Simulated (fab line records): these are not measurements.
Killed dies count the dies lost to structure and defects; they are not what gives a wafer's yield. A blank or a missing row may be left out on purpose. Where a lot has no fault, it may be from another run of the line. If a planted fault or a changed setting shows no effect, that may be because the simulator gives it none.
Which tool is to blame?    flow sky130    24 lots with 72 wafers sampled at 3 steps, on a route of 708 steps

WHAT THE GAUGES SHOWED, per wafer
SKY_SONOS_ONO_THK_MEAS_01.
lot   measured      on             SONOS_ONO_OXIDATION_THK (nm)
L074  day 11 05:06  film-metro-03  2.56 2.61 2.55
L075  day 11 06:27  film-metro-03  2.69 2.66 2.68
L076  day 11 22:11  film-metro-01  2.54 2.51 2.59
L077  day 12 19:56  film-metro-04  2.59 2.52 2.64
L078  day 12 22:22  film-metro-01  2.66 2.63 2.67
L080  day 13 14:04  film-metro-01  2.56 2.52 2.47
L079  day 13 14:05  film-metro-04  2.54 2.50 2.53
L081  day 13 21:50  film-metro-03  2.57 2.58 2.62
L082  day 14 03:41  film-metro-01  2.67 2.66 2.74
L083  day 14 08:05  film-metro-03  2.62 2.59 2.58
L084  day 14 19:13  film-metro-04  2.58 2.59 2.60
L085  day 15 00:31  film-metro-01  2.51 2.53 2.46
L086  day 15 08:27  film-metro-04  2.68 2.67 2.64
L087  day 15 14:43  film-metro-04  2.57 2.52 2.58
L088  day 15 22:26  film-metro-04  2.68 2.72 2.66
L089  day 16 00:58  film-metro-03  2.62 2.57 2.58
L090  day 16 12:58  film-metro-04  2.72 2.70 2.71
L091  day 16 20:46  film-metro-01  2.59 2.61 2.63
L092  day 17 07:31  film-metro-01  2.57 2.61 2.54
L093  day 17 20:31  film-metro-01  2.61 2.56 2.65
L095  day 18 19:34  film-metro-04  2.58 2.49 2.55
L094  day 18 23:06  film-metro-03  2.64 2.59 2.58
L096  day 18 23:06  film-metro-04  2.55 2.60 2.64
L097  day 19 04:02  film-metro-03  2.58 2.59 2.59

SKY_SD_N_OVL_MEAS_08.
lot   measured      on          SD_N_OVL (nm)
L074  day 27 14:20  overlay-01  -0.5 -0.8 -2.8
L075  day 27 12:11  overlay-01  0.3 0.2 1.5
L076  day 28 07:56  overlay-02  3.1 1.4 2.1
L077  day 29 03:47  overlay-02  0.3 4.0 1.2
L078  day 29 12:05  overlay-01  2.5 -0.9 0.6
L080  day 29 23:29  overlay-02  0.8 0.7 2.0
L079  day 30 01:12  overlay-01  -0.3 -0.8 0.9
L081  day 30 08:14  overlay-02  0.2 2.6 -0.5
L082  day 30 11:17  overlay-01  0.4 0.9 1.9
L083  day 31 00:08  overlay-01  -0.5 0.4 -1.0
L084  day 31 13:05  overlay-01  -1.2 -2.3 -0.5
L085  day 31 14:54  overlay-01  1.3 -0.2 -1.2
L086  day 32 00:29  overlay-01  2.0 2.1 0.7
L087  day 32 08:45  overlay-01  -0.8 0.1 -2.0
L088  day 32 13:32  overlay-02  -0.4 1.7 0.9
L089  day 32 14:50  overlay-02  1.2 1.8 2.7
L090  day 33 01:54  overlay-01  0.3 -1.3 -0.9
L091  day 33 07:41  overlay-02  -1.5 -4.3 -1.1
L092  day 33 21:05  overlay-02  -2.0 -1.7 -1.1
L093  day 34 19:26  overlay-01  0.0 -1.3 -0.4
L095  day 35 03:29  overlay-01  0.6 -0.4 -1.1
L094  day 35 07:41  overlay-01  1.9 0.2 1.1
L096  day 35 04:11  overlay-01  -1.3 -2.0 -0.9
L097  day 35 10:41  overlay-01  -0.9 -0.6 -0.3

WHICH TOOL RAN EACH LOT (tool, then ch and the chambers of the sampled wafers, then the start)
lot   SKY_POLY_GATE_ETCH_15
L074  rie-diel-01 ch 0,2, day 16 03:55
L075  rie-diel-02 ch 2,3, day 16 02:43
L076  rie-diel-02 ch 1,2, day 16 17:56
L077  rie-diel-01 ch 0,1,3, day 17 18:46
L078  rie-diel-01 ch 0,2,3, day 17 21:31
L080  rie-diel-02 ch 0,2, day 18 15:59
L079  rie-diel-03 ch 1,2, day 18 16:20
L081  rie-diel-03 ch 0,1, day 19 00:16
L082  rie-diel-03 ch 0,1,2, day 19 06:17
L083  rie-diel-03 ch 0,2, day 19 18:40
L084  rie-diel-01 ch 0,2,3, day 20 07:40
L085  rie-diel-03 ch 0,2,3, day 20 08:55
L086  rie-diel-02 ch 1,2,3, day 20 20:22
L087  rie-diel-03 ch 0,1, day 21 06:10
L088  rie-diel-01 ch 1,3, day 21 13:58
L089  rie-diel-02 ch 0,2,3, day 21 15:07
L090  rie-diel-02 ch 1,3, day 22 02:10
L091  rie-diel-03 ch 0,1, day 22 10:16
L092  rie-diel-02 ch 0,3, day 23 00:43
L093  rie-diel-01 ch 2,3, day 24 02:37
L095  rie-diel-02 ch 1,3, day 24 14:07
L094  rie-diel-01 ch 0,2, day 24 15:04
L096  rie-diel-03 ch 1,2, day 24 12:52
L097  rie-diel-02 ch 0,1, day 24 19:22
- SKY_POLY_GATE_ETCH_15: etches BARC in N2/H2, stops on SiO2, time 118.5 s, target depth 110 nm.

WHAT THE TOOLS THEMSELVES READ (means of the sampled wafers that have a number; where no wafer has one, the mark that the record gives instead)
SKY_POLY_GATE_ETCH_15.
lot   tool         drypump-motor-current-A (A)  oes-product-au (a.u.)  throttle-valve-pct (%)
L074  rie-diel-01  5.5                          0.716                  13.220
L075  rie-diel-02  6.0                          0.714                  13.215
L076  rie-diel-02  5.6                          0.715                  13.216
L077  rie-diel-01  5.6                          0.718                  13.200
L078  rie-diel-01  5.7                          0.714                  13.212
L080  rie-diel-02  5.8                          0.718                  13.220
L079  rie-diel-03  5.3                          0.717                  13.221
L081  rie-diel-03  5.9                          0.715                  13.218
L082  rie-diel-03  5.8                          0.713                  13.202
L083  rie-diel-03  6.1                          0.715                  13.210
L084  rie-diel-01  5.8                          0.713                  13.209
L085  rie-diel-03  5.7                          0.712                  13.212
L086  rie-diel-02  5.7                          0.716                  13.203
L087  rie-diel-03  5.9                          0.719                  13.212
L088  rie-diel-01  5.4                          0.714                  13.212
L089  rie-diel-02  5.6                          0.716                  13.217
L090  rie-diel-02  5.4                          0.715                  13.207
L091  rie-diel-03  5.9                          0.715                  13.224
L092  rie-diel-02  5.5                          0.713                  13.214
L093  rie-diel-01  5.7                          0.723                  13.209
L095  rie-diel-02  5.6                          0.717                  13.221
L094  rie-diel-01  5.5                          0.718                  13.212
L096  rie-diel-03  5.4                          0.720                  13.209
L097  rie-diel-02  5.1                          0.715                  13.214

THE ANSWER, worked out from the rows above alone
Rule: what is usual is taken from the lots themselves. Put in order of their means at a reading, lots are off if they are a third of the lots or fewer, leave a main group of 4 or more, and stand apart from it by a gap of 3 or more times the standard deviation of the main group's means; of several such gaps the widest counts. A main group whose means are all the same, to the digits that the tables above print for the reading, isn't used. A lot without any number at a reading at which 4 lots or more have one is off too. Any other lot the step has rows for is counted as sound. After the gauges, taken in route order, come the tools' own readings; for these a lot's mean is taken, as printed above. The first step at which some lot is off is used, and at that step the reading that is off furthest; a lot without a number counts as furthest.
No lot is off on any of the readings shown, so nothing can be concluded from this.

WHAT THE SIMULATOR PUT IN
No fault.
